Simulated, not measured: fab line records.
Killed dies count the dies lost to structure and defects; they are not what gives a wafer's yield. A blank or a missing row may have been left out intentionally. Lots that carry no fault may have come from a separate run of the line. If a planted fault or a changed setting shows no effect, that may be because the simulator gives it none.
Which of the tools did it? -- flow sky130 -- Sampling: 11 lots, 31 wafers, 6 of 708 route steps

WHAT EACH GAUGE READ, for each wafer
SKY_GATE_OXIDE_TW_MEAS_14. Usual: GATE_OXIDE_TW gives 223.0 (standard deviation 2.3).
lot,measured,on,GATE_OXIDE_TW,flag
L466,day 15 09:22,film_metro-03,225.7 225.6 225.2,
L471,day 16 13:41,film_metro-01,219.7 218.8 218.9,
L472,day 16 17:49,film_metro-03,225.2 226.2 224.6,
L473,day 17 11:11,film_metro-02,222.9 223.2 222.8,
L474,day 17 17:50,film_metro-03,226.5 225.8 226.8,
L478,day 19 01:59,film_metro-03,226.6 225.6 226.4,
L477,day 19 02:16,film_metro-02,223.6 223.6 222.9,
L480,day 20 00:56,film_metro-03,226.5 225.3 226.0,
L482,day 20 09:11,film_metro-01,220.1,
L486,day 21 19:28,film_metro-02,221.7 222.9 223.0,
L488,day 22 14:57,film_metro-02,221.5 222.3 222.2,

SKY_SD_N_RS_MEAS_18: measurement is done with a four-point probe. Usual: RES_XHIGH_RS gives 333.1 ohm/sq (standard deviation 1.6).
lot,measured,on,RES_XHIGH_RS (ohm/sq),flag
L466,day 29 19:43,film_metro-01,333.8 331.5 333.8,
L471,day 30 23:49,film_metro-01,331.3 332.7 331.5,
L472,day 30 22:53,film_metro-02,335.9 333.4 334.9,
L473,day 31 19:14,film_metro-04,331.4 332.7 332.7,
L474,day 31 22:25,film_metro-04,331.7 332.6 331.8,
L478,day 33 00:47,film_metro-02,335.1 334.5 334.2,
L477,day 33 04:54,film_metro-04,334.0 333.3 332.0,
L480,day 33 22:46,film_metro-01,332.8 332.3 332.7,
L482,day 34 02:49,film_metro-01,332.8,
L486,day 35 12:05,film_metro-01,334.8 334.5 336.1,
L488,day 36 04:58,film_metro-01,336.7 334.8 335.2,

SKY_METAL1_RS_MEAS_05: measurement is done with a four-point probe. Usual: METAL1_ALCU_RS gives 0.1275 ohm/sq (standard deviation 0.0021).
lot,measured,on,METAL1_ALCU_RS (ohm/sq),flag
L466,day 33 13:02,film_metro-03,0.1280 0.1276 0.1242,
L471,day 34 16:55,film_metro-01,0.1261 0.1268 0.1279,
L472,day 34 15:55,film_metro-02,0.1274 0.1290 0.1275,
L473,day 35 10:01,film_metro-03,0.1269 0.1271 0.1257,
L474,day 35 14:04,film_metro-01,0.1271 0.1269 0.1267,
L478,day 36 17:10,film_metro-02,0.1278 0.1277 0.1316,
L477,day 36 20:29,film_metro-01,0.1277 0.1275 0.1269,
L480,day 37 12:46,film_metro-03,0.1293 0.1295 0.1297,
L482,day 37 16:24,film_metro-03,0.1386,OFF
L486,day 39 00:05,film_metro-02,0.1219 0.1255 0.1263,
L488,day 39 16:35,film_metro-03,0.1274 0.1291 0.1282,

SKY_METAL1_THK_MEAS_06: measures by xrf. Usual: METAL1_ALCU_THK gives 250 nm (standard deviation 4.1).
lot,measured,on,METAL1_ALCU_THK (nm),flag
L466,day 33 13:09,film_metro-03,252 250 256,
L471,day 34 17:02,film_metro-01,253 248 248,
L472,day 34 16:02,film_metro-02,250 246 249,
L473,day 35 10:08,film_metro-03,251 252 255,
L474,day 35 14:11,film_metro-01,251 251 251,
L478,day 36 17:16,film_metro-02,248 248 243,
L477,day 36 20:36,film_metro-01,250 251 248,
L480,day 37 12:53,film_metro-03,247 247 246,
L482,day 37 16:31,film_metro-03,230,OFF
L486,day 39 00:13,film_metro-02,261 253 252,
L488,day 39 16:43,film_metro-03,250 247 249,

WHICH TOOL RAN EACH LOT (tool, then ch and the chambers of the sampled wafers, then the start)
lot,SKY_POLY_CUT_ETCH_11,SKY_METAL1_SPUTTER_02
L466,"rie_diel-02 ch 1,2,3, day 26 03:07","pvd_sputter-01, day 33 12:56"
L471,"rie_diel-02 ch 1,3, day 27 08:31","pvd_sputter-02, day 34 16:49"
L472,"rie_diel-01 ch 0,2,3, day 27 06:41","pvd_sputter-03, day 34 15:50"
L473,"rie_diel-02 ch 1,2,3, day 28 04:53","pvd_sputter-01, day 35 09:55"
L474,"rie_diel-01 ch 0,2,3, day 28 07:58","pvd_sputter-03, day 35 13:58"
L478,"rie_diel-01 ch 1,3, day 29 12:04","pvd_sputter-02, day 36 17:02"
L477,"rie_diel-04 ch 0,1,2, day 29 15:23","pvd_sputter-02, day 36 20:23"
L480,"rie_diel-04 ch 0,1,3, day 30 09:08","pvd_sputter-01, day 37 12:40"
L482,"rie_diel-01 ch 1, day 30 16:25","pvd_sputter-02, day 37 16:19"
L486,"rie_diel-02 ch 2,3, day 32 00:52","pvd_sputter-01, day 38 23:59"
L488,"rie_diel-01 ch 1,2,3, day 32 18:08","pvd_sputter-03, day 39 16:30"
- SKY_POLY_CUT_ETCH_11: etches Si3N4 in CF4/CH2F2/Ar, stops on poly-Si, time 42.5 s, target depth 60 nm.
- SKY_METAL1_SPUTTER_02: material AlCu, target thk 250 nm, time 13.3 s.

WHAT THE TOOLS THEMSELVES READ (means of the sampled wafers that have a number; where no wafer has one, the mark that the record gives instead)
SKY_POLY_CUT_ETCH_11. Usual: cf4_flow_sccm 39.99 sccm, standard deviation 0.13; chamber_pressure_mTorr 40.00 mTorr, standard deviation 0.034; drypump_motor_current_A 5.8 A, standard deviation 0.5; oes_product_au 0.827 a.u., standard deviation 0.0066; rf_fwd_power_W 593.2 W, standard deviation 2.2; throttle_valve_pct 14.996 %, standard deviation 0.0094.
lot,tool,cf4_flow_sccm (sccm),chamber_pressure_mTorr (mTorr),drypump_motor_current_A (A),oes_product_au (a.u.),rf_fwd_power_W (W),throttle_valve_pct (%),flag
L466,rie_diel-02,39.97,39.99,5.9,0.832,593.1,14.997,
L471,rie_diel-02,40.01,40.00,5.8,0.828,592.3,14.990,
L472,rie_diel-01,39.93,39.97,6.1,0.824,593.1,14.995,
L473,rie_diel-02,40.01,39.99,5.9,0.829,594.3,14.994,
L474,rie_diel-01,39.98,40.01,6.1,0.824,593.4,14.983,
L478,rie_diel-01,40.07,40.01,5.6,0.828,592.4,14.995,
L477,rie_diel-04,40.01,40.00,5.6,0.820,591.3,14.995,
L480,rie_diel-04,39.93,39.99,5.1,0.826,593.2,14.995,
L482,rie_diel-01,39.83,39.98,5.5,0.816,595.7,15.015,
L486,rie_diel-02,40.14,40.01,6.1,0.825,592.0,14.994,
L488,rie_diel-01,39.94,39.96,5.7,0.827,593.7,15.007,

SKY_METAL1_SPUTTER_02. Usual: cathode_dc_power_W 10600 W, standard deviation 1.8; throttle_valve_pct 30.1 %, standard deviation 1.
lot,tool,cathode_dc_power_W (W),throttle_valve_pct (%),flag
L466,pvd_sputter-01,10599,30.6,
L471,pvd_sputter-02,10600,29.9,
L472,pvd_sputter-03,10598,29.4,
L473,pvd_sputter-01,10601,31.1,
L474,pvd_sputter-03,10599,29.8,
L478,pvd_sputter-02,10601,30.4,
L477,pvd_sputter-02,10600,29.5,
L480,pvd_sputter-01,10602,31.1,
L482,pvd_sputter-02,10602,28.3,
L486,pvd_sputter-01,10600,30.7,
L488,pvd_sputter-03,10599,29.4,

THE ANSWER, worked out from the rows above alone
Rule: take the mean of a lot's wafers that have a number; if it is more than 3 standard deviations from the usual mean, the lot is off. Also off: a lot with no number at a reading for which 4 or more lots have one. All remaining lots with rows at the step are treated as sound. First the gauges in route order, then the tools' own readings, where a lot's mean is used as printed above. At the first step where some lot is off, the reading lying furthest off is the one used; lots without a number count as furthest.
Off: at SKY_METAL1_RS_MEAS_05 (METAL1_ALCU_RS), L482.
A tool fits if, at a process step before that reading, it ran every lot that is off, and no sound lot after the first of them. The gauges at SKY_METAL1_RS_MEAS_05 are tried like those tools. One fits: pvd_sputter-02 at SKY_METAL1_SPUTTER_02. A fault onset in the window from L477 (day 36 20:23, its last sound lot) to L482 (day 37 16:19, its first lot off) fits.

WHAT THE SIMULATOR HAD INSERTED
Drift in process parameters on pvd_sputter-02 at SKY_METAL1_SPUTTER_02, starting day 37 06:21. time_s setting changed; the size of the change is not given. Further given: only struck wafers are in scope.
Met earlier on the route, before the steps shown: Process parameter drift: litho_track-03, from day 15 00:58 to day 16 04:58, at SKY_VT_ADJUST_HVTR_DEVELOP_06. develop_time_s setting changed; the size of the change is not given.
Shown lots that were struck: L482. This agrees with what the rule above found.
